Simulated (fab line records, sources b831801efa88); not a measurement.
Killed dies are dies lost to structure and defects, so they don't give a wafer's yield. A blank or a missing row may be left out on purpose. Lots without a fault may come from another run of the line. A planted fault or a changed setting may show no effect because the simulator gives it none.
Which tool did it? | flow sfq_line | 15 lots, 45 wafers sampled, at 6 steps of a route of 325

WHAT THE GAUGES READ, wafer by wafer
SFQ_I2_BOW_MEAS_917.
lot  | measured     | on            | I2_BOW (um)
L837 | day 33 05:18 | film_metro-01 | -7 -18 -15
L838 | day 33 23:35 | film_metro-02 | -1 1 7
L840 | day 36 21:43 | film_metro-04 | 1 17 2
L841 | day 37 00:41 | film_metro-02 | 9 20 16
L842 | day 37 01:58 | film_metro-04 | -2 -4 -1
L843 | day 37 06:40 | film_metro-04 | -10 3 11
L844 | day 37 12:40 | film_metro-02 | 1 6 6
L846 | day 38 13:56 | film_metro-02 | -14 -13 -11
L847 | day 39 01:00 | film_metro-04 | 1 4 -6
L848 | day 39 01:17 | film_metro-02 | -5 8 -10
L850 | day 40 20:17 | film_metro-04 | 1 1 8
L852 | day 40 23:17 | film_metro-04 | 9 -1 11
L853 | day 41 08:13 | film_metro-04 | 22 9 8
L854 | day 41 11:12 | film_metro-02 | 5 16 18
L855 | day 41 14:17 | film_metro-01 | -6 4 7

SFQ_I6_OVL_MEAS_942.
lot  | measured     | on         | I6_OVL (nm)
L837 | day 75 10:15 | overlay-01 | 4 4 11
L838 | day 76 03:04 | overlay-01 | -6 2 -4
L840 | day 78 02:34 | overlay-01 | 3 3 4
L841 | day 78 09:45 | overlay-02 | 1 -6 3
L842 | day 78 21:45 | overlay-02 | -7 -1 -2
L843 | day 82 22:09 | overlay-02 | -9 2 3
L844 | day 82 23:21 | overlay-02 | -1 -1 -2
L846 | day 83 06:14 | overlay-02 | -6 -6 -1
L847 | day 83 15:39 | overlay-01 | -4 1 2
L848 | day 83 20:52 | overlay-01 | 3 8 11
L850 | day 84 05:52 | overlay-01 | 0 -4 -2
L852 | day 84 11:52 | overlay-02 | - - -
L853 | day 87 18:05 | overlay-01 | - - -
L854 | day 87 21:40 | overlay-02 | - - -
L855 | day 88 03:40 | overlay-01 | -4 4 4

WHICH TOOL RAN EACH LOT (tool, then ch and the chambers of the sampled wafers, then the start)
lot  | SFQ_TRILAYER_I4_DEP_PECVD_099   | SFQ_TRILAYER_I4_METRO_MEASURE_101 | SFQ_TRILAYER_I4_VIA_ETCH_VIA_ETCH_106 | SFQ_TRILAYER_JJ_CE_LITHO_EXPOSE_115
L837 | pecvd-04 ch 1,2, day 56 03:19   | film_metro-04, day 56 07:10       | rie_diel-04 ch 0,1,3, day 61 02:17    | krf_scanner-01 ch 0, day 65 10:41
L838 | pecvd-01 ch 0,1,2, day 57 00:31 | film_metro-04, day 57 04:16       | rie_diel-03 ch 0,1, day 61 23:53      | krf_scanner-01 ch 0, day 66 00:29
L840 | pecvd-01 ch 0,1,2, day 59 06:41 | film_metro-02, day 59 13:13       | rie_diel-04 ch 0,1, day 64 00:08      | krf_scanner-02 ch 0, day 68 12:40
L841 | pecvd-04 ch 0,2, day 59 09:05   | film_metro-04, day 59 16:01       | rie_diel-04 ch 0,1,2, day 64 03:44    | krf_scanner-02 ch 0, day 68 14:52
L842 | pecvd-03 ch 0,2, day 59 13:54   | film_metro-01, day 59 22:01       | rie_diel-03 ch 1,2,3, day 64 09:44    | krf_scanner-02 ch 0, day 68 20:52
L843 | pecvd-03 ch 0, day 59 17:29     | film_metro-04, day 60 04:29       | rie_diel-03 ch 1,2,3, day 64 15:44    | krf_scanner-01 ch 0, day 69 03:44
L844 | pecvd-01 ch 0,1,2, day 59 18:52 | film_metro-02, day 60 07:29       | rie_diel-01 ch 0,1,2, day 64 16:56    | krf_scanner-01 ch 0, day 69 04:56
L846 | pecvd-04 ch 0,1,2, day 60 06:57 | film_metro-01, day 60 18:34       | rie_diel-04 ch 0,1,2, day 65 04:56    | krf_scanner-02 ch 0, day 69 16:43
L847 | pecvd-04 ch 0,1, day 60 17:29   | film_metro-04, day 61 04:53       | rie_diel-04 ch 2,3, day 65 13:28      | krf_scanner-01 ch 0, day 70 03:38
L848 | pecvd-04 ch 0,2, day 60 22:35   | film_metro-02, day 61 07:34       | rie_diel-04 ch 0,1,3, day 65 18:16    | krf_scanner-01 ch 0, day 70 09:14
L850 | pecvd-01 ch 1,2, day 61 14:02   | film_metro-01, day 62 10:34       | rie_diel-03 ch 0,2,3, day 66 11:11    | krf_scanner-01 ch 0, day 71 04:26
L852 | pecvd-01 ch 0,1, day 61 18:50   | film_metro-02, day 62 14:22       | rie_diel-03 ch 0,1,2, day 66 15:59    | krf_scanner-01, day 84 11:52 or earlier
L853 | pecvd-03 ch 0,1,2, day 62 03:13 | film_metro-04, day 62 19:58       | rie_diel-01 ch 1,2,3, day 66 21:59    | krf_scanner-01, day 71 12:02
L854 | pecvd-01 ch 0,1,2, day 62 08:01 | film_metro-01, day 62 22:46       | rie_diel-03 ch 0,1,3, day 67 01:35    | krf_scanner-01, day 71 15:26
L855 | pecvd-03 ch 0,1,2, day 62 16:32 | film_metro-01, day 63 01:34       | rie_diel-03 ch 0,2,3, day 67 06:23    | krf_scanner-01 ch 0, day 71 20:02
- SFQ_TRILAYER_I4_DEP_PECVD_099: deposits SiO2 from SiH4/N2O, time 111.11 s, target thk 500 nm.
- SFQ_TRILAYER_I4_METRO_MEASURE_101
- SFQ_TRILAYER_I4_VIA_ETCH_VIA_ETCH_106: etches SiO2 in CHF3, stops on Nb, target depth 260 nm.
- SFQ_TRILAYER_JJ_CE_LITHO_EXPOSE_115: exposes mask J5, target cd 700 nm.

WHAT THE TOOLS THEMSELVES READ (means of the sampled wafers that have a number; where no wafer has one, the mark that the record gives instead)
SFQ_TRILAYER_I4_DEP_PECVD_099.
lot  | tool     | chamber_pressure_Torr (Torr) | heater_power_outer_w (W) | heater_power_w (W) | showerhead_vpp_V (V) | susceptor_temp_C (C) | throttle_valve_pct (%)
L837 | pecvd-04 | 2.399                        | 38                       | 96                 | 798                  | 150.01               | 23.5
L838 | pecvd-01 | 2.400                        | 29                       | 89                 | 839                  | 150.02               | 26.5
L840 | pecvd-01 | 2.406                        | 34                       | 96                 | 832                  | 150.08               | 26.5
L841 | pecvd-04 | 2.397                        | 37                       | 96                 | 793                  | 150.12               | 23.2
L842 | pecvd-03 | 2.400                        | 33                       | 89                 | 836                  | 150.05               | 23.9
L843 | pecvd-03 | 2.394                        | 40                       | 96                 | 854                  | 150.04               | 24.6
L844 | pecvd-01 | 2.399                        | 32                       | 92                 | 835                  | 150.06               | 26.7
L846 | pecvd-04 | 2.400                        | 37                       | 99                 | 790                  | 150.09               | 24.2
L847 | pecvd-04 | 2.403                        | 30                       | 90                 | 783                  | 150.01               | 24.8
L848 | pecvd-04 | 2.401                        | 44                       | 105                | 800                  | 150.02               | 23.3
L850 | pecvd-01 | 2.397                        | 35                       | 95                 | 780                  | 150.01               | 27.4
L852 | pecvd-01 | -                            | -                        | -                  | -                    | -                    | -
L853 | pecvd-03 | -                            | -                        | -                  | -                    | -                    | -
L854 | pecvd-01 | -                            | -                        | -                  | -                    | -                    | -
L855 | pecvd-03 | 2.402                        | 33                       | 88                 | 841                  | 149.91               | 23.7

SFQ_TRILAYER_I4_VIA_ETCH_VIA_ETCH_106.
lot  | tool        | drypump_motor_current_A (A) | oes_product_au (a.u.)
L837 | rie_diel-04 | 5.4                         | 0.861
L838 | rie_diel-03 | 5.6                         | 0.852
L840 | rie_diel-04 | 5.6                         | 0.856
L841 | rie_diel-04 | 5.3                         | 0.856
L842 | rie_diel-03 | 5.5                         | 0.859
L843 | rie_diel-03 | 5.5                         | 0.860
L844 | rie_diel-01 | 5.7                         | 0.856
L846 | rie_diel-04 | 5.2                         | 0.857
L847 | rie_diel-04 | 5.3                         | 0.850
L848 | rie_diel-04 | 5.4                         | 0.852
L850 | rie_diel-03 | 5.5                         | 0.856
L852 | rie_diel-03 | 5.6                         | 0.372
L853 | rie_diel-01 | 5.7                         | 0.381
L854 | rie_diel-03 | 5.5                         | 0.374
L855 | rie_diel-03 | 5.5                         | 0.858

SFQ_TRILAYER_JJ_CE_LITHO_EXPOSE_115.
lot  | tool           | exposure_dose_mJ_cm2 | focus_offset_nm (nm) | reticle_temp_C (C)
L837 | krf_scanner-01 | 14.407               | -0.1                 | 23.05
L838 | krf_scanner-01 | 14.406               | 0.1                  | 23.10
L840 | krf_scanner-02 | 14.405               | -0.4                 | 22.99
L841 | krf_scanner-02 | 14.388               | -0.1                 | 23.00
L842 | krf_scanner-02 | 14.415               | 0.5                  | 22.87
L843 | krf_scanner-01 | 14.424               | -0.8                 | 22.94
L844 | krf_scanner-01 | 14.397               | 0.3                  | 23.02
L846 | krf_scanner-02 | 14.386               | -0.6                 | 23.07
L847 | krf_scanner-01 | 14.397               | 0.1                  | 23.02
L848 | krf_scanner-01 | 14.414               | -0.2                 | 23.00
L850 | krf_scanner-01 | 14.393               | -0.6                 | 22.89
L852 | krf_scanner-01 | -                    | -                    | -
L853 | krf_scanner-01 | -                    | -                    | -
L854 | krf_scanner-01 | -                    | -                    | -
L855 | krf_scanner-01 | 14.424               | 0.5                  | 23.04

THE ANSWER, worked out from the rows above alone
Rule: what is usual is taken from the lots themselves. Put in order of their means at a reading, lots are off if they are a third of the lots or fewer, leave a main group of 4 or more, and stand apart from it by a gap of 3 or more times the standard deviation of the main group's means; of several such gaps the widest counts. A main group whose means are all the same, to the digits that the tables above print for the reading, isn't used. A lot without any number at a reading at which 4 lots or more have one is off too. The other lots that the step has rows for count as sound. The gauges are gone through in route order, then the tools' own readings, and for those a lot's mean is taken as printed above. The first step at which some lot is off is used, and at that step the reading that is off furthest; a lot without a number counts as furthest.
Off: L852, L853, L854, at SFQ_I6_OVL_MEAS_942 (I6_OVL). Without a number there: L852, L853, L854. The main group: mean 0 nm, standard deviation 3.6.
A tool fits if, at a process step before that reading, it ran every lot that is off, and no sound lot after the first of them. The gauges at SFQ_I6_OVL_MEAS_942 aren't tried: what is off there is off at SFQ_TRILAYER_I4_DEP_PECVD_099 too, on other tools, and a gauge's error can't cause that. SFQ_TRILAYER_JJ_CE_LITHO_EXPOSE_115 gives no start for some lots, so the hours and the order of its lots are those of SFQ_I6_OVL_MEAS_942. None of those tried fits.

WHAT THE SIMULATOR HAD PUT IN
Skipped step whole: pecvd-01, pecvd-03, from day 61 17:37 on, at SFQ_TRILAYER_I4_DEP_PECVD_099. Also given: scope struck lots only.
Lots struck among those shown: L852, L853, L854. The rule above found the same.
